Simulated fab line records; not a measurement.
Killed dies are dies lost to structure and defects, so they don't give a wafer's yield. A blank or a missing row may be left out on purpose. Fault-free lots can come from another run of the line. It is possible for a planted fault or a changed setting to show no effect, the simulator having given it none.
fab line records	flow gf180mcu
record: lots: 13	wafers: 39	last-day: 34
route steps=602 shown HV_LDD@196 PSD@250 SAB@274
lots that met no fault: from a run of the same line without faults
start-h: hours from the record's opening day to when the first of the lot's shown wafers began	wait-h: hours since the lot's step before	" unchanged from the row above	L1.1+2: several wafers, shown together as one row	- no value, or no start was given	* or withheld: withheld	< > ~ a bound
route shown NAME@n: NAME is a module with steps in the file, n the number in the route of the first one	usual: the fault-free wafers' mean and standard deviation	same: alike in all rows	chamber/n: place in a boat	sites: the reading at each site	_std_site: the values' standard deviation	_edge_site: mean of outer sites minus mean of inner sites	radius-mm: for every site, how far away it sits from the centre of the wafer	mask NAME#n: copy n	behind: tool/chamber where the wafer was last shaped	hold: the reason the lot was held/the length of the hold in hours/how it ended	device: the transistor (n, p or np) that didn't switch	end of line: tests run on the same wafers once the route is complete	a step without rows: its recipe alone	killed: dies lost to structure and defects at the first sort, not the wafer's yield	map: a wafer's dies, x killed, . not, _ none there
set.NAME: the run value of the setting; set.NAME@STEP: its run value at that earlier step	model.NAME: the simulator's own value behind a step, which no gauge read
route steps across a sampled set of lots; one table per step, one row per wafer
services: from which hour (start-h, from the record's first day; less than 0 if before it) a tool's chamber was out of use, for how many hours, and why
== steps ==
step: GF_HV_LDD_OVL_MEAS_20
usual: HV_LDD_01_OVL: -0.4/1.4
lot.wafer	tool	chamber	start-h	wait-h	HV_LDD_01_OVL[nm]
L135.3	overlay-02	-	245.46	0.1	1.5
L135.4	"	-	"	"	1.2
L135.6	"	-	"	"	1.7
L136.1	overlay-01	-	247.59	0.1	-1.8
L136.2	"	-	"	"	-2.0
L136.5	"	-	"	"	-2.5
L138.2	overlay-01	-	263.52	0.1	-1.8
L138.3	"	-	"	"	-1.3
L138.5	"	-	"	"	0.7
L140.3	overlay-02	-	270.20	0.1	-0.1
L140.4	"	-	"	"	-0.6
L140.5	"	-	"	"	0.2
L141.1	overlay-02	-	279.84	0.1	-2.1
L141.5	"	-	"	"	-1.4
L141.6	"	-	"	"	-1.2
L142.2	overlay-01	-	286.47	0.1	0.2
L142.3	"	-	"	"	0.2
L142.4	"	-	"	"	-0.3
L148.1	overlay-01	-	339.65	0.1	1.5
L148.5	"	-	"	"	1.4
L148.6	"	-	"	"	0.9
L149.3	overlay-01	-	344.26	0.1	-1.0
L149.4	"	-	"	"	-1.8
L149.5	"	-	"	"	-1.0
L150.2	overlay-02	-	347.25	0.1	-0.1
L150.4	"	-	"	"	-0.3
L150.5	"	-	"	"	-1.4
L151.1	overlay-02	-	351.64	0.1	0.6
L151.2	"	-	"	"	-1.5
L151.4	"	-	"	"	1.1
L153.1	overlay-01	-	369.60	0.1	-1.9
L153.2	"	-	"	"	-2.9
L153.5	"	-	"	"	-3.5
L156.1	overlay-02	-	395.44	0.1	-2.2
L156.2	"	-	"	"	0.3
L156.4	"	-	"	"	-3.0
L157.2	overlay-02	-	403.40	0.1	1.7
L157.3	"	-	"	"	1.6
L157.6	"	-	"	"	1.1
step: GF_HV_LDD_THK_MEAS_55
recipe: reads: SiO2_of_HV_LDD_CVD_54
usual: HV_LDD_CVD_54_THK: 10.00/0.13
lot.wafer	tool	chamber	start-h	wait-h	HV_LDD_CVD_54_THK[nm]
L135.3	film-metro-04	-	286.41	0.0	10.11
L135.4	"	-	"	"	9.98
L135.6	"	-	"	"	9.98
L136.1	film-metro-04	-	288.90	0.0	9.70
L136.2	"	-	"	"	9.95
L136.5	"	-	"	"	9.92
L138.2	film-metro-02	-	306.21	0.0	10.15
L138.3	"	-	"	"	10.12
L138.5	"	-	"	"	9.93
L140.3	film-metro-02	-	312.52	0.0	10.16
L140.4	"	-	"	"	10.12
L140.5	"	-	"	"	10.08
L141.1	film-metro-04	-	322.72	0.0	10.08
L141.5	"	-	"	"	10.07
L141.6	"	-	"	"	10.10
L142.2	film-metro-04	-	329.26	0.0	10.30
L142.3	"	-	"	"	10.22
L142.4	"	-	"	"	10.07
L148.1	film-metro-04	-	386.01	0.0	10.06
L148.5	"	-	"	"	9.87
L148.6	"	-	"	"	10.14
L149.3	film-metro-01	-	391.72	0.0	9.83
L149.4	"	-	"	"	9.95
L149.5	"	-	"	"	10.00
L150.2	film-metro-01	-	394.50	0.0	9.99
L150.4	"	-	"	"	10.08
L150.5	"	-	"	"	9.87
L151.1	film-metro-01	-	399.24	0.0	9.83
L151.2	"	-	"	"	9.99
L151.4	"	-	"	"	9.94
L153.1	film-metro-02	-	418.88	0.0	9.90
L153.2	"	-	"	"	9.91
L153.5	"	-	"	"	9.93
L156.1	film-metro-01	-	446.77	0.0	10.09
L156.2	"	-	"	"	10.06
L156.4	"	-	"	"	9.95
L157.2	film-metro-04	-	454.65	0.0	9.71
L157.3	"	-	"	"	9.77
L157.6	"	-	"	"	9.76
step: GF_PSD_COAT_02
recipe: resist: NOVOLAK	spin-rpm: 3000	resist-thk-nm: 1000
usual: spin-speed-rpm: 2999.9/2.1
lot.wafer	tool	chamber	start-h	wait-h	spin-speed-rpm
L135.3	litho-track-04	0	319.31	0.1	2998.3
L135.4	"	0	"	"	2999.3
L135.6	"	0	"	"	3003.1
L136.1	litho-track-04	0	320.86	0.1	2998.8
L136.2	"	0	"	"	2996.5
L136.5	"	0	"	"	2996.4
L138.2	litho-track-04	0	338.79	0.1	3000.1
L138.3	"	0	"	"	3002.5
L138.5	"	0	"	"	3002.9
L140.3	litho-track-04	0	345.26	0.1	3143.6
L140.4	"	0	"	"	3142.9
L140.5	"	0	"	"	3144.1
L141.1	litho-track-04	0	356.71	0.1	3147.2
L141.5	"	0	"	"	3145.3
L141.6	"	0	"	"	3142.2
L142.2	litho-track-03	0	363.70	0.1	3001.2
L142.3	"	0	"	"	2997.2
L142.4	"	0	"	"	2996.2
L148.1	litho-track-03	0	422.07	0.1	3002.5
L148.5	"	0	"	"	3000.4
L148.6	"	0	"	"	2999.3
L149.3	litho-track-01	0	428.04	0.1	3000.3
L149.4	"	0	"	"	3003.3
L149.5	"	0	"	"	2998.6
L150.2	litho-track-01	0	432.32	0.1	2996.1
L150.4	"	0	"	"	3000.4
L150.5	"	0	"	"	3001.5
L151.1	litho-track-03	0	437.62	0.1	2999.2
L151.2	"	0	"	"	3000.4
L151.4	"	0	"	"	3001.4
L153.1	litho-track-01	0	456.89	0.1	2998.6
L153.2	"	0	"	"	3000.6
L153.5	"	0	"	"	3000.7
L156.1	litho-track-01	0	484.04	0.1	2999.8
L156.2	"	0	"	"	2998.1
L156.4	"	0	"	"	2998.1
L157.2	litho-track-01	0	492.57	0.1	3002.3
L157.3	"	0	"	"	2998.0
L157.6	"	0	"	"	3001.3
step: GF_PSD_STRIP_10
recipe: chemistry: O2/N2	power-w: 1400	pressure-mtorr: 1500	platen-temp-c: 250	o2-flow-sccm: 3000	n2-flow-sccm: 300	overash-fraction: 0.5
usual: drypump-motor-current-A: 5.6/0.61	heater-power-w: 346/22	oes-product-au: 0.592/0.0049	strip-time-to-endpoint-s: 16.51/0.032
lot.wafer	tool	chamber	start-h	wait-h	drypump-motor-current-A	heater-power-w	oes-product-au	rf-hours-counter-h	strip-time-to-endpoint-s
L135.3	plasma-asher-02	1	330.26	0.1	4.7	345	0.597	-	16.50
L135.4	"	0	"	"	5.1	352	0.595	-	16.49
L135.6	"	0	"	"	5.1	354	0.595	-	16.51
L136.1	plasma-asher-02	1	331.70	0.1	4.7	340	0.590	69	16.47
L136.2	"	0	"	"	5.1	364	0.588	69	16.49
L136.5	"	0	"	"	5.1	347	0.594	-	16.51
L138.2	plasma-asher-01	0	349.62	0.1	6.1	332	0.594	49	16.52
L138.3	"	1	"	"	5.1	380	0.586	-	16.55
L138.5	"	1	"	"	5.1	379	0.588	-	16.54
L140.3	plasma-asher-04	1	356.81	0.1	6.4	339	0.586	-	16.29
L140.4	"	0	"	"	5.5	337	0.585	-	16.26
L140.5	"	1	"	"	6.4	338	0.589	-	16.23
L141.1	plasma-asher-01	0	368.42	0.1	6.1	340	0.588	52	16.22
L141.5	"	1	"	"	5.1	390	0.592	-	16.17
L141.6	"	0	"	"	6.1	336	0.599	-	16.22
L142.2	plasma-asher-02	1	374.88	0.1	4.6	352	0.598	74	16.51
L142.3	"	0	"	"	5.1	349	0.592	-	16.54
L142.4	"	1	"	"	4.6	347	0.596	-	16.46
L148.1	plasma-asher-02	1	434.50	0.1	4.6	342	0.591	80	16.51
L148.5	"	0	"	"	5.1	357	0.600	-	16.57
L148.6	"	1	"	"	4.7	351	0.598	-	16.55
L149.3	plasma-asher-01	1	440.51	0.1	5.1	393	0.595	-	16.53
L149.4	"	0	"	"	6.1	334	0.593	-	16.54
L149.5	"	0	"	"	6.1	336	0.593	-	16.52
L150.2	plasma-asher-04	0	445.13	0.1	5.5	318	0.598	1	16.47
L150.4	"	0	"	"	5.5	317	0.593	-	16.46
L150.5	"	0	"	"	5.5	324	0.587	-	16.48
L151.1	plasma-asher-04	1	450.39	0.1	6.4	333	0.588	2	16.54
L151.2	"	0	"	"	5.5	311	0.597	2	16.53
L151.4	"	0	"	"	5.5	326	0.585	-	16.48
L153.1	plasma-asher-04	0	469.13	0.1	5.5	320	0.600	4	16.49
L153.2	"	1	"	"	6.4	343	0.598	4	16.53
L153.5	"	1	"	"	6.4	333	0.588	-	16.56
L156.1	plasma-asher-04	0	496.50	0.1	5.5	308	0.599	7	16.52
L156.2	"	1	"	"	6.4	336	0.589	7	16.47
L156.4	"	1	"	"	6.5	331	0.589	-	16.50
L157.2	plasma-asher-01	1	504.66	0.1	5.1	397	0.593	67	16.49
L157.3	"	1	"	"	5.1	384	0.602	-	16.54
L157.6	"	1	"	"	5.1	389	0.594	-	16.50
step: GF_SAB_OVL_MEAS_10
usual: SAB_OVL: -0.6/1.4
lot.wafer	tool	chamber	start-h	wait-h	SAB_OVL[nm]
L135.3	overlay-01	-	352.53	0.1	-0.1
L135.4	"	-	"	"	-1.4
L135.6	"	-	"	"	-2.1
L136.1	overlay-02	-	353.41	0.1	0.4
L136.2	"	-	"	"	0.0
L136.5	"	-	"	"	-0.7
L138.2	overlay-02	-	372.02	0.1	-2.5
L138.3	"	-	"	"	-0.1
L138.5	"	-	"	"	1.5
L140.3	overlay-02	-	379.34	0.1	1.4
L140.4	"	-	"	"	-0.8
L140.5	"	-	"	"	-0.4
L141.1	overlay-02	-	391.78	0.1	-1.3
L141.5	"	-	"	"	0.9
L141.6	"	-	"	"	-0.5
L142.2	overlay-02	-	398.09	0.1	2.2
L142.3	"	-	"	"	1.2
L142.4	"	-	"	"	1.9
L148.1	overlay-02	-	460.10	0.1	-0.6
L148.5	"	-	"	"	-1.4
L148.6	"	-	"	"	-2.3
L149.3	overlay-02	-	465.64	0.1	-1.5
L149.4	"	-	"	"	-0.5
L149.5	"	-	"	"	-1.3
L150.2	overlay-02	-	469.67	0.1	0.4
L150.4	"	-	"	"	-2.1
L150.5	"	-	"	"	-0.1
L151.1	overlay-01	-	475.61	0.1	-1.0
L151.2	"	-	"	"	-0.5
L151.4	"	-	"	"	-1.6
L153.1	overlay-02	-	493.26	0.1	-0.9
L153.2	"	-	"	"	0.4
L153.5	"	-	"	"	-0.2
L156.1	overlay-01	-	520.28	0.1	-1.9
L156.2	"	-	"	"	-0.3
L156.4	"	-	"	"	-3.2
L157.2	overlay-02	-	528.05	0.1	-0.9
L157.3	"	-	"	"	-0.7
L157.6	"	-	"	"	0.6
== services ==
tool	chamber	start-h	hours	kind
plasma-asher-04	-	307.00	0.6	repair
litho-track-01	-	318.83	-	consumable-replace:filter
plasma-asher-04	-	403.24	0.7	repair
plasma-asher-04	-	421.25	9.0	pm
plasma-asher-04	0	421.25	9.0	vent-cycle
plasma-asher-04	1	421.25	9.0	vent-cycle
plasma-asher-04	0	430.25	-	clean
plasma-asher-04	1	430.25	-	clean
== key ==
first-sign: step: GF_PSD_COAT_02	reading: spin-speed-rpm	direction: up	sigmas: 69	usual: *	struck: *
effect: step: GF_PSD_STRIP_10	reading: strip-time-to-endpoint-s	direction: down	sigmas: 8.7	usual: *	struck: *
met-at GF_PSD_COAT_02
struck-lots L140,L141
tester-left-out L140,L141
not-acting-at GF_HV_LDD_OVL_MEAS_20,GF_HV_LDD_THK_MEAS_55,GF_SAB_OVL_MEAS_10
onset-between 338.79 345.26
fault: kind: process-parameter-drift	tool: litho-track-04	chamber: -	onset-h: 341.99	steps: GF_PSD_COAT_02	channel: spin-rpm	offset: *	shape: step	end-h: 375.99	acts-in: *	stated: *
tester-left-out: of these lots the tester's yield and bins aren't shown, on N5 and GAA mostly nor the transistor test; their killed dies are dies lost to structure and defects alone, not to doping, threshold or leakage, so they don't give the yield
